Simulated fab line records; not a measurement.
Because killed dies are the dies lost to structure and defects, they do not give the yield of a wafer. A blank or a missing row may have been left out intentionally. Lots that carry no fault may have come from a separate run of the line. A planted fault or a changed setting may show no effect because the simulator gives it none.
The tool behind it: which one? | flow sky130 | 12 lots with 36 wafers sampled at 5 steps, on a route of 708 steps

## WHAT EACH GAUGE READ, for each wafer
SKY_VT_ADJUST_HVTP_CD_MEAS_07 targets a cd of 380 nm. Usual: cd_nm at 380.8 nm, with a standard deviation of 2.2.
lot  | measured     | on        | cd_nm (nm)        | flag
L623 | day 6 00:33  | cd_sem-01 | 380.7 379.8 382.5 |
L624 | day 6 07:08  | cd_sem-02 | 384.3 384.7 385.3 |
L626 | day 6 19:06  | cd_sem-02 | 385.8 383.1 383.9 |
L627 | day 7 04:28  | cd_sem-01 | 382.7 380.9 381.1 |
L628 | day 7 08:56  | cd_sem-01 | 380.7 378.9 383.6 |
L629 | day 7 16:36  | cd_sem-01 | 381.0 382.6 381.0 |
L633 | day 8 15:01  | cd_sem-02 | 378.4 377.9 377.8 |
L634 | day 9 03:33  | cd_sem-01 | 379.8 382.0 379.9 |
L635 | day 9 09:33  | cd_sem-01 | 381.9 382.1 381.5 |
L636 | day 9 18:49  | cd_sem-01 | 378.3 377.3 376.5 |
L643 | day 11 11:46 | cd_sem-01 | 381.7 380.6 380.7 |
L646 | day 12 01:42 | cd_sem-01 | 381.1 379.7 381.9 |

SKY_VT_ADJUST_LVTN_TW_MEAS_10. Usual: VT_ADJUST_LVTN_TW typically reads 241.2, with standard deviation 1.1.
lot  | measured     | on            | VT_ADJUST_LVTN_TW                   | flag
L623 | day 6 20:05  | film_metro-03 | 239.8 239.2 240.0                   |
L624 | day 7 02:27  | film_metro-01 | 240.3 240.8 241.5                   |
L626 | day 7 15:23  | film_metro-04 | 241.1 241.0 240.0                   |
L627 | day 8 01:11  | film_metro-03 | 240.6 241.1 240.8                   |
L628 | day 8 06:04  | film_metro-01 | 242.1 242.6 241.0                   |
L629 | day 8 13:48  | film_metro-01 | 241.7 240.7 240.8                   |
L633 | day 9 13:09  | film_metro-03 | 242.4 242.3 240.6                   |
L634 | day 10 01:50 | film_metro-04 | 261.2 260.6 259.8 259.1 260.6 260.1 | OFF
L635 | day 10 08:02 | film_metro-03 | 240.2 240.5 240.6                   |
L636 | day 10 17:26 | film_metro-01 | 259.5 260.7 258.6 259.6 259.4 261.5 | OFF
L643 | day 12 11:39 | film_metro-03 | 242.2 241.6 240.9                   |
L646 | day 13 03:27 | film_metro-04 | 242.4 242.1 243.2                   |

## WHICH TOOL RAN EACH LOT (tool, then ch and the chambers of the sampled wafers, then the start)
lot  | SKY_NWELL_STRIP_14                   | SKY_NWELL_RTA_28                 | SKY_VT_ADJUST_LVTN_IMPLANT_08
L623 | plasma_asher-04 ch 0,1, day 4 12:50  | rtp_anneal-01 ch 0, day 5 06:04  | implanter-03 ch 0, day 6 19:50
L624 | plasma_asher-01 ch 0,1, day 4 19:26  | rtp_anneal-01 ch 0, day 5 12:53  | implanter-01 ch 0, day 7 02:13
L626 | plasma_asher-01 ch 0,1, day 5 05:20  | rtp_anneal-02 ch 0, day 6 00:16  | implanter-01 ch 0, day 7 15:08
L627 | plasma_asher-03 ch 0,1, day 5 14:05  | rtp_anneal-01 ch 0, day 6 08:44  | implanter-02 ch 0, day 8 00:56
L628 | plasma_asher-03 ch 0,1, day 5 18:28  | rtp_anneal-01 ch 0, day 6 13:38  | implanter-01 ch 0, day 8 05:51
L629 | plasma_asher-01 ch 0,1, day 6 01:02  | rtp_anneal-02 ch 0, day 6 20:32  | implanter-03 ch 0, day 8 13:33
L633 | plasma_asher-01 ch 0,1, day 6 21:55  | rtp_anneal-02 ch 0, day 7 17:59  | implanter-02 ch 0, day 9 12:56
L634 | plasma_asher-01 ch 0,1, day 7 09:17  | rtp_anneal-01 ch 0, day 8 05:42  | implanter-03 ch 0, day 10 01:35
L635 | plasma_asher-01 ch 1, day 7 14:53    | rtp_anneal-01 ch 0, day 8 11:58  | implanter-01 ch 0, day 10 07:47
L636 | plasma_asher-03 ch 0,1, day 7 23:50  | rtp_anneal-02 ch 0, day 8 21:05  | implanter-03 ch 0, day 10 17:11
L643 | plasma_asher-03 ch 0,1, day 9 14:56  | rtp_anneal-01 ch 0, day 10 13:37 | implanter-01 ch 0, day 12 11:25
L646 | plasma_asher-03 ch 0,1, day 10 04:27 | rtp_anneal-02 ch 0, day 11 02:41 | implanter-01 ch 0, day 13 03:12
- SKY_NWELL_STRIP_14: strips in O2/N2.
- SKY_NWELL_RTA_28: time 30 s.
- SKY_VT_ADJUST_LVTN_IMPLANT_08

## WHAT THE TOOLS THEMSELVES READ (means of the sampled wafers that have a number; where no wafer has one, the mark that the record gives instead)
SKY_NWELL_STRIP_14. Usual: drypump_motor_current_A 5.53 A, standard deviation 0.27; oes_product_au 0.722 a.u., standard deviation 0.0044; strip_time_to_endpoint_s 36.99 s, standard deviation 0.1.
lot  | tool            | drypump_motor_current_A (A) | oes_product_au (a.u.) | strip_time_to_endpoint_s (s) | flag
L623 | plasma_asher-04 | 5.44                        | 0.721                 | 37.06                        |
L624 | plasma_asher-01 | 5.47                        | 0.722                 | 37.03                        |
L626 | plasma_asher-01 | 5.45                        | 0.721                 | 36.84                        |
L627 | plasma_asher-03 | 5.69                        | 0.725                 | 37.12                        |
L628 | plasma_asher-03 | 5.83                        | 0.724                 | 37.10                        |
L629 | plasma_asher-01 | 5.49                        | 0.722                 | 37.05                        |
L633 | plasma_asher-01 | 5.46                        | 0.719                 | 36.94                        |
L634 | plasma_asher-01 | 5.45                        | 0.726                 | 36.89                        |
L635 | plasma_asher-01 | 5.50                        | 0.724                 | 36.92                        |
L636 | plasma_asher-03 | 5.82                        | 0.722                 | 36.95                        |
L643 | plasma_asher-03 | 5.85                        | 0.722                 | 36.82                        |
L646 | plasma_asher-03 | 5.84                        | 0.721                 | 36.90                        |

SKY_NWELL_RTA_28. Usual: lamp_power_pct 25.30 %, standard deviation 0.055; wafer_temp_C_max 1054.9, standard deviation 0.98.
lot  | tool          | lamp_power_pct (%) | wafer_temp_C_max | flag
L623 | rtp_anneal-01 | 25.36              | 1055.2           |
L624 | rtp_anneal-01 | 25.24              | 1054.5           |
L626 | rtp_anneal-02 | 25.30              | 1055.6           |
L627 | rtp_anneal-01 | 25.25              | 1054.8           |
L628 | rtp_anneal-01 | 25.33              | 1055.9           |
L629 | rtp_anneal-02 | 25.33              | 1054.7           |
L633 | rtp_anneal-02 | 25.29              | 1055.4           |
L634 | rtp_anneal-01 | 25.26              | 1054.8           |
L635 | rtp_anneal-01 | 25.28              | 1054.5           |
L636 | rtp_anneal-02 | 25.35              | 1054.3           |
L643 | rtp_anneal-01 | 25.40              | 1055.5           |
L646 | rtp_anneal-02 | 25.26              | 1054.6           |

SKY_VT_ADJUST_LVTN_IMPLANT_08. Usual: dose_ions_cm2 1.57e+12, standard deviation 1.8e+09; faraday_current_uA 8.84, standard deviation 0.18.
lot  | tool         | dose_ions_cm2 | faraday_current_uA | flag
L623 | implanter-03 | 1.57e+12      | 8.88               |
L624 | implanter-01 | 1.57e+12      | 8.92               |
L626 | implanter-01 | 1.57e+12      | 8.77               |
L627 | implanter-02 | 1.57e+12      | 8.98               |
L628 | implanter-01 | 1.57e+12      | 8.60               |
L629 | implanter-03 | 1.57e+12      | 8.76               |
L633 | implanter-02 | 1.57e+12      | 8.83               |
L634 | implanter-03 | 1.99e+12      | 11.20              | OFF
L635 | implanter-01 | 1.57e+12      | 8.67               |
L636 | implanter-03 | 1.99e+12      | 11.14              | OFF
L643 | implanter-01 | 1.57e+12      | 9.05               |
L646 | implanter-01 | 1.57e+12      | 8.85               |

## THE ANSWER, worked out from the rows above alone
Rule: a lot counts as off when the mean over its wafers that have a number is more than 3 standard deviations away from the usual mean. A lot without any number at a reading at which 4 lots or more have one is off too. Where the step has rows for the other lots, those lots are counted as sound. Order of review: gauges by route order, followed by the tools' own readings, for which a lot's mean as printed above is used. At the first step where some lot is off, the reading lying furthest off is the one used; lots without a number count as furthest.
Off: L634, L636, seen at SKY_VT_ADJUST_LVTN_TW_MEAS_10 (VT_ADJUST_LVTN_TW).
A tool fits if, at a process step before that reading, it ran every lot that is off, and no sound lot after the first of them. Not tried: the gauges at SKY_VT_ADJUST_LVTN_TW_MEAS_10; whatever is off there is also off at SKY_VT_ADJUST_LVTN_IMPLANT_08, on other tools, and gauge error can't account for it. One candidate fits, namely implanter-03 at SKY_VT_ADJUST_LVTN_IMPLANT_08. A fault onset in the window from L629 (day 8 13:33, its last sound lot) to L634 (day 10 01:35, its first lot off) fits.
The tool's own readings at SKY_VT_ADJUST_LVTN_IMPLANT_08 bear it out: on the lots that are off they differ by more than 5 times the standard deviation of the sound lots' means. dose_ions_cm2 reads 1.99e+12 there against 1.57e+12 on the sound lots; faraday_current_uA reads 11.17 there against 8.83 on the sound lots.

## WHAT HAD BEEN PUT IN BY THE SIMULATOR
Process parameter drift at SKY_VT_ADJUST_LVTN_IMPLANT_08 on implanter-03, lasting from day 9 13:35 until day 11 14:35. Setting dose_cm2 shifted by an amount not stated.
Shown lots that were struck: L634, L636. The rule above reached the same finding.
